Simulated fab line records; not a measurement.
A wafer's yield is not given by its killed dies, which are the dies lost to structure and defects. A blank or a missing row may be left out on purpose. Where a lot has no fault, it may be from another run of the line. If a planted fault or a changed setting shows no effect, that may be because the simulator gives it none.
What tool caused it? / flow gf180mcu / 6 lots, 18 wafers sampled, at 3 steps of a route of 602

== WHAT THE GAUGES READ, wafer by wafer ==
GF_HV_LDD_TW_MEAS_23.
lot=L545; measured=day 12 17:25; on=film metro-03; HV_LDD_2_TW=1047 1047 1055
lot=L547; measured=day 13 16:28; on=film metro-02; HV_LDD_2_TW=1069 1067 1064
lot=L550; measured=day 14 08:13; on=film metro-04; HV_LDD_2_TW=1058 1065 1061
lot=L554; measured=day 15 04:58; on=film metro-03; HV_LDD_2_TW=1055 1052 1053
lot=L556; measured=day 15 19:30; on=film metro-04; HV_LDD_2_TW=1061 1063 1058
lot=L562; measured=day 17 09:13; on=film metro-02; HV_LDD_2_TW=1093 1102 1091

== EACH LOT AND THE TOOL THAT RAN IT (in order: tool; ch and the chambers of the sampled wafers; start) ==
lot=L545; GF_HV_LDD_IMPLANT_21=implanter-02 ch 0, day 12 17:10; GF_HV_LDD_STRIP_22=plasma asher-01 ch 0,1, day 12 17:19
lot=L547; GF_HV_LDD_IMPLANT_21=implanter-02 ch 0, day 13 16:13; GF_HV_LDD_STRIP_22=plasma asher-02 ch 0,1, day 13 16:21
lot=L550; GF_HV_LDD_IMPLANT_21=implanter-02 ch 0, day 14 07:58; GF_HV_LDD_STRIP_22=plasma asher-03 ch 0,1, day 14 08:07
lot=L554; GF_HV_LDD_IMPLANT_21=implanter-03 ch 0, day 15 04:43; GF_HV_LDD_STRIP_22=plasma asher-02 ch 0,1, day 15 04:51
lot=L556; GF_HV_LDD_IMPLANT_21=implanter-02 ch 0, day 15 19:15; GF_HV_LDD_STRIP_22=plasma asher-02 ch 0,1, day 15 19:24
lot=L562; GF_HV_LDD_IMPLANT_21=implanter-03 ch 0, day 17 09:00; GF_HV_LDD_STRIP_22=plasma asher-01 ch 0,1, day 17 09:08
- GF_HV_LDD_IMPLANT_21
- GF_HV_LDD_STRIP_22: strips in O2/N2.

== THE ANSWER, worked out from the rows above alone ==
Rule: what is usual is taken from the lots themselves. Put in order of their means at a reading, lots are off if they are a third of the lots or fewer, leave a main group of 4 or more, and stand apart from it by a gap of 3 or more times the standard deviation of the main group's means; of several such gaps the widest counts. A main group whose means are all the same, to the digits that the tables above print for the reading, isn't used. A lot without any number at a reading at which 4 lots or more have one is off too. Where the step has rows for the other lots, those lots are counted as sound.
Off: L562, at GF_HV_LDD_TW_MEAS_23 (HV_LDD_2_TW). For the main group the mean is 1058 and the standard deviation 6.1.
A tool fits if, at a process step before that reading, it ran every lot that is off, and no sound lot after the first of them. Gauges at GF_HV_LDD_TW_MEAS_23: tried the same way as those tools. Can't be told from this: 3 tools fit, implanter-03 at GF_HV_LDD_IMPLANT_21, plasma asher-01 at GF_HV_LDD_STRIP_22, film metro-02 at GF_HV_LDD_TW_MEAS_23.

== WHAT HAD BEEN PUT IN BY THE SIMULATOR ==
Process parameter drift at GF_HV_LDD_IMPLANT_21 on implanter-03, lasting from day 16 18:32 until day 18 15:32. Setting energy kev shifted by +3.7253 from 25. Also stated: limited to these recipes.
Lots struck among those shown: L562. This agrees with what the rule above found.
